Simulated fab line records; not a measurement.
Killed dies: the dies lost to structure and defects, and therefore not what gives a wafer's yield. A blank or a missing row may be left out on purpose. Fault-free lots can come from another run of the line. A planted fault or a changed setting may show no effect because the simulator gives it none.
A struck lot beside a sound one | flow sfq line | 13 steps out of a route of 325
Sound: these wafers, L842.1, L842.2, L842.4. Wafers L837.2, L837.3, L837.6 were the ones struck. At the end, the cause is stated.
Order at every step that has rows: each side's tool, ch and its chambers, its first start. Under that, the readings that differ: sound wafers | struck wafers | difference of the means | sigmas: that difference in standard deviations of wafers without a fault.
alike: a reading whose means differ by less than 2 such deviations, as well as words and numbers matching on both sides. not compared: withheld readings; readings where some wafer has no value; bounds like >300 that might hide an equal value; numbers whose values overlap and for which the record gives no deviation.
Wherever a step has rows on one side only, a row that says differs or no value, or a row with sigmas, the two part there. Numbers that don't overlap but have no deviation are shown without sigmas and don't part them. Lack of a reading on every wafer of one side parts them only where that side has two or more wafers.

first, 1 step without rows for these wafers: SFQ_TRILAYER_M4_DEP_PRE_CLEAN_092 (time 22.5 s).
SFQ_TRILAYER_M4_DEP_SPUTTER_091: material Nb, target thk 200 nm, time 133.3 s.
  sound on pvd sputter-05 at day 57 11:08; struck on pvd sputter-05 at day 54 15:34
  alike: resputter cathode voltage v, substrate temp c, throttle valve pct
SFQ_M4_RS_MEAS_924: measures by four-point-probe.
  sound on film metro-01 at day 57 11:14; struck on film metro-02 at day 54 15:40
  alike: M4_NB_RS
then, 6 steps without rows for these wafers: SFQ_TRILAYER_M4_LITHO_COAT_098 (resist thk 62 nm); SFQ_TRILAYER_M4_LITHO_COAT_093 (resist thk 600 nm); SFQ_TRILAYER_M4_LITHO_SOFTBAKE_097; SFQ_TRILAYER_M4_LITHO_EXPOSE_094 (exposes mask M4, target cd 500 nm); SFQ_TRILAYER_M4_LITHO_PEB_096 (peb time 60 s); SFQ_TRILAYER_M4_LITHO_DEVELOP_095 (time 60 s).
-- the record jumps here: 6 days lie between the struck wafers' starts before and after --
SFQ_M4_OVL_MEAS_926:
  sound on overlay-01 at day 63 01:58; struck on overlay-01 at day 60 07:41
  alike: M4_OVL
SFQ_TRILAYER_M4_BARC_OPEN_METAL_ETCH_123: etches BARC in O2, target depth 125 nm, time 41.7 s.
  sound on rie metal-03 ch 0,1, day 63 02:01; struck on rie metal-03 ch 1, day 60 07:44
  reading            | sound             | struck            | difference | sigmas
  rf fwd power W (W) | 597.1 595.2 594.8 | 591.7 592.2 591.1 | -4.0       | -2
  alike: drypump motor current A, oes product au
  not compared: rf hours counter h
SFQ_TRILAYER_M4_ETCH_METAL_ETCH_096: etches Nb in Cl2/Ar, stops on SiO2, target depth 240 nm, time 120 s.
  sound on rie metal-03 ch 0,1, day 63 02:04; struck on rie metal-03 ch 1, day 60 07:52
  reading                                             | sound             | struck            | difference | sigmas
  rf fwd power W (W)                                  | 598.1 597.0 595.2 | 694.9 692.2 693.0 | +96.6      | +54
  model.KrF_of_TRILAYER_M4_LITHO_COAT_093.thk nm (nm) | 385.3 385.7 385.3 | 364.2 363.3 364.5 | -21.4      |
  model.M4.feature depth nm (nm)                      | 197.4 199.9 200.6 | 202.1 201.4 200.9 | +2.2       |
  alike: drypump motor current A, oes product au
  not compared: rf hours counter h, model.SiO2_of_TRILAYER_I3_DEP_PECVD_081.thk nm
SFQ_TRILAYER_M4_STRIP_STRIP_097: strips in O2.
  sound on rie metal-03 ch 0,1, day 63 02:12; struck on rie metal-03 ch 1, day 60 08:17
  alike: drypump motor current A, oes product au
  not compared: rf hours counter h

WHERE THEY PART
Last at SFQ_TRILAYER_M4_ETCH_METAL_ETCH_096 as far as this record goes, first at SFQ_TRILAYER_M4_BARC_OPEN_METAL_ETCH_123. Later steps at which nothing parts them and some readings are alike: SFQ_TRILAYER_M4_STRIP_STRIP_097.

WHY: the cause the simulator had injected
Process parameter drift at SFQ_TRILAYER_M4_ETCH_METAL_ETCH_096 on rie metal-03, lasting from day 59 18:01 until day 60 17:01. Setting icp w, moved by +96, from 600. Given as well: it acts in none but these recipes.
